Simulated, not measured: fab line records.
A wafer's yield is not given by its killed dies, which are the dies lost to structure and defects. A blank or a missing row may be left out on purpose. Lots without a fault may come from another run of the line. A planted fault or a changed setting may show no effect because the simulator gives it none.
fab line records	flow sfq_line
[record] lots = 6	wafers = 18	last_day = 89
route steps=325 shown M6@255 I6@266 M7@281 I7@296 M8@325
lots with no fault: from the same line, run without faults
start_h: hours from the record's opening day to when the first of the lot's shown wafers began	wait_h: hours elapsed since this lot's preceding step	" unchanged from the row above	L1.1+2: a single row standing in for several wafers	- no value, or no start was given	* or withheld: withheld	< > ~ a bound
route shown NAME@n: names a module that has steps shown in the file, with the first one's number in the route	usual: the fault-free wafers' mean and standard deviation	same: alike in all rows	chamber/n: place in a boat	sites: the reading at each site	_std_site: their standard deviation	_edge_site: mean of outer sites minus mean of inner sites	radius_mm: for every site, how far away it sits from the centre of the wafer	mask NAME#n: copy n	behind: the most recent tool/chamber to have shaped the wafer	hold: what put the lot on hold/how long, in hours/how the hold closed	device: names the non-switching transistor (n, p or np)	end of line: the route-end tests of the same wafers	a step with no rows: only its recipe	killed: dies lost to structure and defects at the first sort, not the wafer's yield	map: a wafer's dies, marking killed ones x, the rest . and places with no die _
set.NAME: the setting that was run; set.NAME@STEP: the one run at that earlier step	model.NAME: the simulator's own value behind a step, which no gauge read
lots at some steps of the route; a table a step, a row a wafer
services: from which hour (start_h, from the record's first day; less than 0 if before it) a tool's chamber was out of use, for how many hours, and why
[[steps]]
[step SFQ_TRILAYER_M6_LITHO_COAT_164]
[recipe] resist = BARC	spin_rpm = 3000	resist_thk_nm = 62
[step SFQ_TRILAYER_M6_LITHO_COAT_159]
[recipe] resist = KrF	spin_rpm = 3000	resist_thk_nm = 600
[step SFQ_TRILAYER_M6_LITHO_SOFTBAKE_163]
[recipe] temp_c = withheld	time_s = withheld	resist = KrF
[step SFQ_TRILAYER_M6_LITHO_EXPOSE_160]
[recipe] mask_id = M6	na = 0.6	source_shape = conventional	sigma_outer = 0.65	target_cd_nm = 500	dose_mj = 14.4
[step SFQ_TRILAYER_M6_LITHO_PEB_162]
[recipe] peb_temp_c = 114	peb_time_s = 60	resist = KrF
[step SFQ_TRILAYER_M6_LITHO_DEVELOP_161]
[recipe] time_s = 60	resist = KrF
[step SFQ_M6_OVL_MEAS_940]
[usual] M6_OVL = -1/5.3
lot.wafer	tool	chamber	start_h	wait_h	M6_OVL[nm]
L973.2	overlay-01	-	1703.57	0.1	-6
L973.3	"	-	"	"	0
L973.4	"	-	"	"	-4
L979.1	overlay-01	-	1741.96	0.1	1
L979.5	"	-	"	"	6
L979.6	"	-	"	"	-3
L980.1	overlay-02	-	1744.89	0.1	2
L980.3	"	-	"	"	-3
L980.4	"	-	"	"	-7
L983.1	overlay-02	-	1848.42	0.1	-4
L983.3	"	-	"	"	-11
L983.4	"	-	"	"	2
L984.3	overlay-02	-	1934.84	0.1	1
L984.4	"	-	"	"	-5
L984.6	"	-	"	"	7
L993.2	overlay-02	-	2040.65	0.1	-2
L993.3	"	-	"	"	-10
L993.4	"	-	"	"	3
[step SFQ_TRILAYER_M6_BARC_OPEN_METAL_ETCH_206]
[recipe] mask_material = PR	chemistry = O2	target_depth_nm = 125	target = BARC	icp_w = 600	bias_w = 80	pressure_mtorr = 10	time_s = 41.7
[usual] drypump_motor_current_A = 5.7/0.46	oes_product_au = 0.685/0.0046
lot.wafer	tool	chamber	start_h	wait_h	drypump_motor_current_A	oes_product_au	rf_hours_counter_h
L973.2	rie_metal-02	0	1703.60	0.0	5.1	0.673	45
L973.3	"	0	"	"	5.1	0.684	-
L973.4	"	1	"	"	5.4	0.682	-
L979.1	rie_metal-02	1	1741.99	0.0	5.4	0.680	30
L979.5	"	0	"	"	5.1	0.688	-
L979.6	"	1	"	"	5.4	0.681	-
L980.1	rie_metal-02	1	1744.93	0.0	5.4	0.687	31
L980.3	"	1	"	"	5.4	0.684	-
L980.4	"	0	"	"	5.1	0.684	-
L983.1	rie_metal-01	0	1848.46	0.0	6.1	0.691	84
L983.3	"	0	"	"	6.1	0.688	-
L983.4	"	1	"	"	6.0	0.688	-
L984.3	rie_metal-01	0	1934.89	0.0	6.1	0.688	-
L984.4	"	1	"	"	6.0	0.682	-
L984.6	"	1	"	"	6.0	0.691	-
L993.2	rie_metal-02	1	2040.68	0.0	5.4	0.691	70
L993.3	"	1	"	"	5.4	0.687	-
L993.4	"	0	"	"	5.1	0.689	-
[step SFQ_TRILAYER_M6_ETCH_METAL_ETCH_162]
[recipe] target = Nb	stop_on = SiO2	mask_material = PR	chemistry = Cl2/Ar	target_depth_nm = 240	icp_w = 600	bias_w = 80	pressure_mtorr = 10	time_s = 120
[step SFQ_TRILAYER_M6_STRIP_STRIP_163]
[recipe] gas = O2	power_w = 200	platen_temp_c = 40	overash_fraction = 0.65	chemistry = O2	pressure_mtorr = 47.84
[usual] drypump_motor_current_A = 5.7/0.46	oes_product_au = 1.000/0.0095
lot.wafer	tool	chamber	start_h	wait_h	drypump_motor_current_A	oes_product_au	rf_hours_counter_h
L973.2	rie_metal-02	0	1703.79	0.1	5.1	0.989	45
L973.3	"	0	"	"	5.1	0.993	-
L973.4	"	1	"	"	5.4	0.998	-
L979.1	rie_metal-02	1	1742.18	0.1	5.4	0.997	30
L979.5	"	0	"	"	5.1	0.995	-
L979.6	"	1	"	"	5.4	1.000	-
L980.1	rie_metal-02	1	1745.11	0.1	5.4	0.984	31
L980.3	"	1	"	"	5.4	0.981	-
L980.4	"	0	"	"	5.0	0.981	-
L983.1	rie_metal-01	0	1848.64	0.1	6.1	0.998	85
L983.3	"	0	"	"	6.1	0.997	-
L983.4	"	1	"	"	6.0	1.015	-
L984.3	rie_metal-01	0	1935.25	0.2	6.1	0.993	-
L984.4	"	1	"	"	5.9	1.002	-
L984.6	"	1	"	"	6.0	1.004	-
L993.2	rie_metal-02	1	2040.86	0.1	5.4	1.002	70
L993.3	"	1	"	"	5.4	0.997	-
L993.4	"	0	"	"	5.1	0.989	-
[step SFQ_TRILAYER_M6_STRIP_SOLV_CLEAN_164]
[recipe] chemistry = NMP	temp_c = 70	time_s = 600
[step SFQ_TRILAYER_I6_DEP_PECVD_165]
[recipe] material = SiO2	temp_c = 150	time_s = 111.11	pressure_torr = 2.4	rf_w = 183.3	precursor = SiH4/N2O	target_thk_nm = 500
[usual] heater_power_outer_w = 31/6.5	heater_power_w = 83/9.5	susceptor_temp_C = 150.00/0.13	throttle_valve_pct = 23.9/1.3
lot.wafer	tool	chamber	start_h	wait_h	heater_power_outer_w	heater_power_w	susceptor_temp_C	throttle_valve_pct
L973.2	pecvd-02	1	1704.56	0.0	33	93	149.81	22.7
L973.3	"	2	"	"	28	81	149.98	24.0
L973.4	"	1	"	"	37	95	150.04	22.5
L979.1	pecvd-04	0	1742.95	0.0	33	78	150.20	23.7
L979.5	"	0	"	"	34	80	150.13	23.6
L979.6	"	2	"	"	24	71	149.90	24.4
L980.1	pecvd-03	1	1745.89	0.0	38	88	149.97	22.9
L980.3	"	0	"	"	28	78	150.08	21.6
L980.4	"	1	"	"	41	90	149.96	22.8
L983.1	pecvd-04	0	1849.42	0.0	30	74	149.84	23.7
L983.3	"	0	"	"	33	76	150.15	23.5
L983.4	"	2	"	"	30	77	150.05	24.5
L984.3	pecvd-02	2	1935.83	0.0	24	76	150.17	24.3
L984.4	"	0	"	"	38	95	150.15	25.2
L984.6	"	2	"	"	26	79	150.15	24.3
L993.2	pecvd-04	1	2041.64	0.0	30	81	150.27	26.8
L993.3	"	2	"	"	31	80	150.00	24.2
L993.4	"	2	"	"	32	80	150.00	24.6
[step SFQ_TRILAYER_I6_CMP_CMP_166]
[recipe] material = SiO2	down_force_psi = 3	platen_rpm = 60	pad_velocity_m_s = 0.94248
[usual] motor_current_A = 9.8/0.93	time_to_endpoint_s = 214/8.2
lot.wafer	tool	chamber	start_h	wait_h	motor_current_A	time_to_endpoint_s	model.SiO2_of_TRILAYER_I6_DEP_PECVD_165.thk_nm
L973.3	cmp-02	2	1709.15	4.5	10.6	211	202.7
L973.4	"	3	"	"	10.3	213	200.4
L973.2	"	1	1710.65	6.0	8.5	224	201.5
L979.1	cmp-01	3	1744.03	1.0	10.6	198	199.3
L979.5	"	1	1745.03	2.0	9.9	210	200.1
L979.6	"	2	"	"	9.5	166	247.5
L980.1	cmp-01	1	1746.53	0.6	10.1	214	199.4
L980.4	"	2	"	"	9.7	168	247.7
L980.3	"	3	"	"	11.2	213	199.7
L983.4	cmp-01	2	1849.54	0.0	10.2	205	198.9
L983.1	"	3	"	"	11.2	203	200.2
L983.3	"	1	1851.04	1.5	9.9	212	200.6
L984.4	cmp-02	1	1936.44	0.5	7.7	220	201.7
L984.3	"	2	"	"	10.7	199	200.2
L984.6	"	1	1938.60	2.7	8.4	213	201.5
L993.3	cmp-01	1	2042.22	0.5	10.2	219	201.5
L993.2	"	2	"	"	10.2	202	199.3
L993.4	"	3	"	"	11.0	212	201.7
[step SFQ_I6_BOW_MEAS_941]
[recipe] mode = bow
[usual] I6_BOW = 8/9.8
lot.wafer	tool	chamber	start_h	wait_h	I6_BOW[um]
L973.2	film_metro-02	-	1712.17	1.0	-2
L973.3	"	-	"	"	2
L973.4	"	-	"	"	0
L979.1	film_metro-03	-	1746.03	1.5	15
L979.5	"	-	"	"	5
L979.6	"	-	"	"	2
L980.1	film_metro-01	-	1749.03	2.0	10
L980.3	"	-	"	"	10
L980.4	"	-	"	"	10
L983.1	film_metro-01	-	1852.54	2.0	32
L983.3	"	-	"	"	28
L983.4	"	-	"	"	19
L984.3	film_metro-01	-	1939.18	1.7	-3
L984.4	"	-	"	"	-12
L984.6	"	-	"	"	-1
L993.2	film_metro-01	-	2044.74	1.5	14
L993.3	"	-	"	"	21
L993.4	"	-	"	"	4
[step SFQ_TRILAYER_I6_METRO_MEASURE_167]
[usual] thk_nm = 200.2/1.4
lot.wafer	tool	chamber	start_h	wait_h	thk_nm
L973.2	film_metro-02	-	1712.47	0.3	201.5
L973.3	"	-	"	"	202.8
L973.4	"	-	"	"	200.4
L979.1	film_metro-03	-	1746.15	0.1	199.4
L979.5	"	-	"	"	200.2
L979.6	"	-	"	"	247.7
L980.1	film_metro-01	-	1749.15	0.1	199.3
L980.3	"	-	"	"	199.7
L980.4	"	-	"	"	247.8
L983.1	film_metro-01	-	1852.66	0.1	200.1
L983.3	"	-	"	"	200.5
L983.4	"	-	"	"	198.9
L984.3	film_metro-01	-	1939.66	0.5	200.2
L984.4	"	-	"	"	201.6
L984.6	"	-	"	"	201.4
L993.2	film_metro-01	-	2045.04	0.3	199.3
L993.3	"	-	"	"	201.5
L993.4	"	-	"	"	201.7
[step SFQ_TRILAYER_I6_VIA_LITHO_COAT_174]
[recipe] resist = BARC	spin_rpm = 3000	resist_thk_nm = 62
[step SFQ_TRILAYER_I6_VIA_LITHO_COAT_169]
[recipe] resist = KrF	spin_rpm = 3000	resist_thk_nm = 650
[step SFQ_TRILAYER_I6_VIA_LITHO_SOFTBAKE_173]
[recipe] temp_c = withheld	time_s = withheld	resist = KrF
[step SFQ_TRILAYER_I6_VIA_LITHO_EXPOSE_170]
[recipe] mask_id = I6	na = 0.6	source_shape = conventional	sigma_outer = 0.65	target_cd_nm = 700	dose_mj = 21.3
[step SFQ_TRILAYER_I6_VIA_LITHO_PEB_172]
[recipe] peb_temp_c = 115	peb_time_s = 60	resist = KrF
[step SFQ_TRILAYER_I6_VIA_LITHO_DEVELOP_171]
[recipe] time_s = 60	resist = KrF
[step SFQ_I6_OVL_MEAS_942]
[usual] I6_OVL = 1/6
lot.wafer	tool	chamber	start_h	wait_h	I6_OVL[nm]
L973.2	overlay-01	-	1722.88	0.1	4
L973.3	"	-	"	"	6
L973.4	"	-	"	"	1
L979.1	overlay-01	-	1795.54	0.1	-5
L979.5	"	-	"	"	-2
L979.6	"	-	"	"	-6
L980.1	overlay-01	-	1797.94	0.1	2
L980.3	"	-	"	"	1
L980.4	"	-	"	"	2
L983.1	overlay-02	-	1863.19	0.1	-1
L983.3	"	-	"	"	7
L983.4	"	-	"	"	7
L984.3	overlay-01	-	1947.26	0.1	-4
L984.4	"	-	"	"	-10
L984.6	"	-	"	"	-10
L993.2	overlay-01	-	2048.29	0.1	15
L993.3	"	-	"	"	11
L993.4	"	-	"	"	14
[step SFQ_TRILAYER_I6_VIA_BARC_OPEN_VIA_ETCH_235]
[recipe] mask_material = PR	chemistry = O2	target_depth_nm = 125	target = BARC	source_w = 500	bias_w = 80	pressure_mtorr = 30	time_s = 41.7
[step SFQ_TRILAYER_I6_VIA_ETCH_VIA_ETCH_172]
[recipe] target = SiO2	stop_on = Nb	mask_material = PR	taper_deg = 20	chemistry = CHF3	target_depth_nm = 260	source_w = 500	bias_w = 80	pressure_mtorr = 30	time_s = withheld
[usual] drypump_motor_current_A = 5.9/0.55	oes_product_au = 0.855/0.0054
lot.wafer	tool	chamber	start_h	wait_h	drypump_motor_current_A	oes_product_au	model.I6.feature_depth_nm	model.etch.depth_nm
L973.2	rie_diel-02	2	1722.95	0.0	6.3	0.855	201.5	201.5
L973.3	"	3	"	"	6.3	0.868	202.7	202.7
L973.4	"	3	"	"	6.3	0.854	200.4	200.4
L979.1	rie_diel-04	0	1795.62	0.0	5.0	0.849	199.3	199.3
L979.5	"	1	"	"	6.6	0.856	200.1	200.1
L979.6	"	2	"	"	5.6	0.969	247.5	247.5
L980.1	rie_diel-02	3	1798.02	0.0	6.3	0.857	199.4	199.4
L980.3	"	1	"	"	5.0	0.858	199.7	199.7
L980.4	"	0	"	"	6.0	0.959	247.7	247.7
L983.1	rie_diel-02	2	1863.27	0.0	6.4	0.861	200.2	200.2
L983.3	"	3	"	"	6.3	0.859	200.6	200.6
L983.4	"	3	"	"	6.3	0.851	198.9	198.9
L984.3	rie_diel-03	3	1947.33	0.0	6.2	0.851	200.2	200.2
L984.4	"	1	"	"	6.2	0.864	201.7	201.7
L984.6	"	1	"	"	6.2	0.862	201.5	201.5
L993.2	rie_diel-04	2	2048.36	0.0	5.6	0.856	199.3	199.3
L993.3	"	3	"	"	5.9	0.849	201.5	201.5
L993.4	"	0	"	"	5.0	0.861	201.7	201.7
[step SFQ_TRILAYER_I6_VIA_STRIP_STRIP_173]
[recipe] gas = O2	power_w = 200	platen_temp_c = 40	overash_fraction = 0.65	chemistry = O2	pressure_mtorr = 50
[step SFQ_TRILAYER_I6_VIA_STRIP_SOLV_CLEAN_174]
[recipe] chemistry = NMP	temp_c = 70	time_s = 600
[step SFQ_TRILAYER_M7_DEP_PRE_CLEAN_176]
[recipe] gas = Ar	time_s = 22.5	bias_v = 250
lot.wafer	tool	chamber	start_h	wait_h	model.SiO2_of_TRILAYER_I6_DEP_PECVD_165.thk_nm
L973.2	pvd_sputter-05	-	1723.84	0.0	194
L973.3	"	-	"	"	195.2
L973.4	"	-	"	"	192.9
L979.1	pvd_sputter-03	-	1796.51	0.0	191.8
L979.5	"	-	"	"	192.6
L979.6	"	-	"	"	240
L980.1	pvd_sputter-03	-	1798.91	0.0	191.9
L980.3	"	-	"	"	192.2
L980.4	"	-	"	"	240.2
L983.1	pvd_sputter-05	-	1864.17	0.0	192.7
L983.3	"	-	"	"	193.1
L983.4	"	-	"	"	191.4
L984.3	pvd_sputter-03	-	1948.21	0.0	192.7
L984.4	"	-	"	"	194.2
L984.6	"	-	"	"	194
L993.2	pvd_sputter-04	-	2049.27	0.0	191.8
L993.3	"	-	"	"	194
L993.4	"	-	"	"	194.2
[step SFQ_TRILAYER_M7_DEP_SPUTTER_175]
[recipe] material = Nb	base_pressure_pa = 1.33e-06	chamber_pressure_pa = 0.1333	substrate_temp_c = 20	target_thk_nm = 200	power_w = 2000	time_s = 133.3
[step SFQ_M7_RS_MEAS_943]
[recipe] thk_meas_gauge = four-point-probe	reads = Nb_of_TRILAYER_M7_DEP_SPUTTER_175
[usual] M7_NB_RS = 0.897/0.0093
lot.wafer	tool	chamber	start_h	wait_h	M7_NB_RS[ohm/sq]
L973.2	film_metro-04	-	1723.98	0.1	0.896
L973.3	"	-	"	"	0.892
L973.4	"	-	"	"	0.891
L979.1	film_metro-04	-	1796.63	0.0	0.902
L979.5	"	-	"	"	0.893
L979.6	"	-	"	"	0.894
L980.1	film_metro-02	-	1799.03	0.0	0.905
L980.3	"	-	"	"	0.902
L980.4	"	-	"	"	0.897
L983.1	film_metro-02	-	1864.29	0.0	0.893
L983.3	"	-	"	"	0.897
L983.4	"	-	"	"	0.893
L984.3	film_metro-04	-	1948.37	0.1	0.908
L984.4	"	-	"	"	0.920
L984.6	"	-	"	"	0.915
L993.2	film_metro-02	-	2049.41	0.1	0.888
L993.3	"	-	"	"	0.892
L993.4	"	-	"	"	0.889
[step SFQ_TRILAYER_M7_LITHO_COAT_182]
[recipe] resist = BARC	spin_rpm = 3000	resist_thk_nm = 62
[step SFQ_TRILAYER_M7_LITHO_COAT_177]
[recipe] resist = KrF	spin_rpm = 3000	resist_thk_nm = 600
[step SFQ_TRILAYER_M7_LITHO_SOFTBAKE_181]
[recipe] temp_c = withheld	time_s = withheld	resist = KrF
[step SFQ_TRILAYER_M7_LITHO_EXPOSE_178]
[recipe] mask_id = M7	na = 0.6	source_shape = conventional	sigma_outer = 0.65	target_cd_nm = 500	dose_mj = 14.4
[step SFQ_TRILAYER_M7_LITHO_PEB_180]
[recipe] peb_temp_c = 115	peb_time_s = 62.28	resist = KrF
[usual] heater_power_total_W = 79.17/0.065	plate_sensor_t_centre_C = 115.95/0.01	plate_sensor_t_edge_C = 116.08/0.0098	resist_line_temp_C = 23.01/0.12
lot.wafer	tool	chamber	start_h	wait_h	heater_power_total_W	plate_sensor_t_centre_C	plate_sensor_t_edge_C	resist_line_temp_C
L973.2	litho_track-04	0	1727.40	0.8	79.10	115.93	116.08	22.98
L973.3	"	0	"	"	79.20	115.95	116.06	23.00
L973.4	"	0	"	"	79.20	115.94	116.09	22.90
L979.1	litho_track-04	0	1800.04	1.0	79.30	115.95	116.09	23.12
L979.5	"	0	"	"	79.22	115.94	116.08	23.41
L979.6	"	0	"	"	79.16	115.94	116.09	23.17
L980.1	litho_track-04	0	1802.44	1.0	79.17	115.96	116.07	23.02
L980.3	"	0	"	"	79.28	115.94	116.08	23.03
L980.4	"	0	"	"	79.13	115.97	116.07	22.88
L983.1	litho_track-03	0	1945.75	1.0	79.12	115.94	116.09	23.03
L983.3	"	0	"	"	79.16	115.95	116.09	22.94
L983.4	"	0	"	"	79.13	115.96	116.08	22.98
L984.3	litho_track-02	0	1950.51	0.7	79.19	115.96	116.08	23.05
L984.4	"	0	"	"	79.23	115.94	116.09	23.09
L984.6	"	0	"	"	79.07	115.94	116.08	23.03
L993.2	litho_track-02	0	2125.90	0.8	79.20	115.95	116.07	23.10
L993.3	"	0	"	"	79.21	115.94	116.07	22.97
L993.4	"	0	"	"	79.12	115.96	116.09	22.99
[step SFQ_TRILAYER_M7_LITHO_DEVELOP_179]
[recipe] time_s = 60	resist = KrF
[step SFQ_M7_OVL_MEAS_945]
[usual] M7_OVL = 0/6.5
lot.wafer	tool	chamber	start_h	wait_h	M7_OVL[nm]
L973.2	overlay-01	-	1727.68	0.1	-2
L973.3	"	-	"	"	-5
L973.4	"	-	"	"	0
L979.1	overlay-01	-	1800.34	0.1	-5
L979.5	"	-	"	"	-4
L979.6	"	-	"	"	0
L980.1	overlay-02	-	1802.74	0.1	-3
L980.3	"	-	"	"	1
L980.4	"	-	"	"	9
L983.1	overlay-01	-	1946.05	0.1	-12
L983.3	"	-	"	"	-9
L983.4	"	-	"	"	-11
L984.3	overlay-01	-	1950.78	0.1	3
L984.4	"	-	"	"	-1
L984.6	"	-	"	"	-4
L993.2	overlay-02	-	2126.18	0.1	-1
L993.3	"	-	"	"	5
L993.4	"	-	"	"	-2
[step SFQ_TRILAYER_M7_BARC_OPEN_METAL_ETCH_229]
[recipe] mask_material = PR	chemistry = O2	target_depth_nm = 125	target = BARC	icp_w = 600	bias_w = 80	pressure_mtorr = 10	time_s = 41.7
[step SFQ_TRILAYER_M7_ETCH_METAL_ETCH_180]
[recipe] target = Nb	stop_on = SiO2	mask_material = PR	chemistry = Cl2/Ar	target_depth_nm = 240	icp_w = 600	bias_w = 80	pressure_mtorr = 10	time_s = 120
[step SFQ_TRILAYER_M7_STRIP_STRIP_181]
[recipe] gas = O2	power_w = 200	platen_temp_c = 40	overash_fraction = 0.6219	chemistry = O2	pressure_mtorr = 50
[step SFQ_TRILAYER_M7_STRIP_SOLV_CLEAN_182]
[recipe] chemistry = NMP	temp_c = 70	time_s = 600
[step SFQ_TRILAYER_I7_DEP_PECVD_183]
[recipe] material = SiO2	temp_c = 150	time_s = 111.11	pressure_torr = 2.4	rf_w = 183.3	precursor = SiH4/N2O	target_thk_nm = 500
[usual] heater_power_outer_w = 29/6.3	heater_power_w = 79/8.3	susceptor_temp_C = 150.01/0.14	throttle_valve_pct = 24.1/1.5
lot.wafer	tool	chamber	start_h	wait_h	heater_power_outer_w	heater_power_w	susceptor_temp_C	throttle_valve_pct
L973.2	pecvd-04	2	1728.67	0.0	28	76	150.16	24.7
L973.3	"	1	"	"	28	76	150.09	26.9
L973.4	"	1	"	"	30	80	150.07	26.9
L979.1	pecvd-03	2	1801.35	0.0	26	89	150.27	24.5
L979.5	"	0	"	"	18	65	150.02	21.7
L979.6	"	2	"	"	29	90	149.94	24.4
L980.1	pecvd-04	0	1803.74	0.0	26	72	150.31	23.5
L980.3	"	2	"	"	25	72	150.04	24.6
L980.4	"	1	"	"	28	76	149.95	27.1
L983.1	pecvd-04	1	1947.05	0.0	28	77	149.98	27.0
L983.3	"	1	"	"	30	79	149.94	26.8
L983.4	"	0	"	"	23	65	150.18	23.6
L984.3	pecvd-03	0	1951.80	0.0	28	78	150.05	21.8
L984.4	"	1	"	"	47	94	150.13	22.9
L984.6	"	1	"	"	45	96	149.80	22.7
L993.2	pecvd-03	1	2127.17	0.0	44	96	149.87	23.3
L993.3	"	0	"	"	21	70	150.03	22.0
L993.4	"	1	"	"	46	96	149.98	23.6
[step SFQ_M8_BOW_MEAS_951]
[recipe] mode = bow
[usual] M8_BOW = 9/11
lot.wafer	tool	chamber	start_h	wait_h	M8_BOW[um]	model.etest.i6.link_ohm
L973.2	film_metro-04	-	1844.81	0.0	-6	1.885
L973.3	"	-	"	"	-1	1.881
L973.4	"	-	"	"	-5	1.872
L979.1	film_metro-01	-	1917.93	0.0	17	1.882
L979.5	"	-	"	"	7	1.865
L979.6	"	-	"	"	3	1.909
L980.1	film_metro-03	-	1920.33	0.0	16	1.903
L980.3	"	-	"	"	15	1.889
L980.4	"	-	"	"	15	1.908
L983.1	film_metro-03	-	1975.55	0.0	36	1.881
L983.3	"	-	"	"	32	1.883
L983.4	"	-	"	"	23	1.876
L984.3	film_metro-01	-	1976.79	0.0	1	1.888
L984.4	"	-	"	"	-7	1.902
L984.6	"	-	"	"	6	1.901
L993.2	film_metro-04	-	2138.93	0.0	18	1.866
L993.3	"	-	"	"	25	1.874
L993.4	"	-	"	"	7	1.874
[[services]]
tool	chamber	start_h	hours	kind
cmp-01	-	1682.33	2.2	repair
pecvd-03	-	1686.25	14.0	pm
cmp-01	-	1687.91	1.4	repair
rie_metal-01	1	1697.43	6.2	repair
rie_metal-01	-	1702.62	10.0	pm
cmp-01	-	1712.89	0.8	repair
film_metro-01	-	1731.04	2.1	pm
pecvd-04	-	1732.46	3.1	repair
pecvd-03	-	1743.24	0.3	repair
rie_metal-02	0	1748.95	9.8	repair
pecvd-04	-	1751.13	2.8	pm
film_metro-01	-	1779.79	0.3	pm
pecvd-03	0	1785.53	10.2	repair
pecvd-04	0	1786.25	8.3	repair
film_metro-01	-	1790.34	0.8	pm
film_metro-01	-	1801.65	1.7	pm
film_metro-01	-	1807.26	1.0	pm
film_metro-01	-	1818.48	1.7	repair
pecvd-04	1	1822.77	27.6	repair
cmp-01	-	1848.57	0.6	repair
pecvd-04	-	1888.13	1.1	repair
pecvd-04	2	1935.78	16.6	repair
pecvd-04	-	2055.75	14.0	pm
pecvd-04	1	2074.35	29.6	repair
[[key]]
[first_sign] step = SFQ_TRILAYER_I6_CMP_CMP_166	reading = time_to_endpoint_s	direction = down	sigmas = 5.7	usual = *	struck = *
[effect] step = SFQ_TRILAYER_I6_METRO_MEASURE_167	reading = thk_nm	direction = up	sigmas = 34	usual = 200.2	struck = 247.7
[effect] step = SFQ_TRILAYER_I6_VIA_ETCH_VIA_ETCH_172	reading = oes_product_au	direction = up	sigmas = 20	usual = 0.855	struck = 0.964
[model_effect] step = SFQ_TRILAYER_I6_CMP_CMP_166	value = SiO2_of_TRILAYER_I6_DEP_PECVD_165.thk_nm	without = 197.6	struck = 247.6
[model_effect] step = SFQ_TRILAYER_I6_VIA_ETCH_VIA_ETCH_172	value = I6.feature_depth_nm	without = 197.6	struck = 247.6
[model_effect] step = SFQ_TRILAYER_M7_DEP_PRE_CLEAN_176	value = SiO2_of_TRILAYER_I6_DEP_PECVD_165.thk_nm	without = 190.1	struck = 240.1
[model_effect] step = SFQ_M8_BOW_MEAS_951	value = etest.i6.link_ohm	without = 1.885	struck = 1.908
met_at SFQ_TRILAYER_I6_CMP_CMP_166
struck_wafers L979.6,L980.4
[fault] kind = process_parameter_drift	tool = cmp-01	chamber = 2	onset_h = 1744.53	steps = SFQ_TRILAYER_I6_CMP_CMP_166	channel = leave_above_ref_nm	offset = 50	shape = step	end_h = 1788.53	acts_in = these_recipes_only	stated = 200
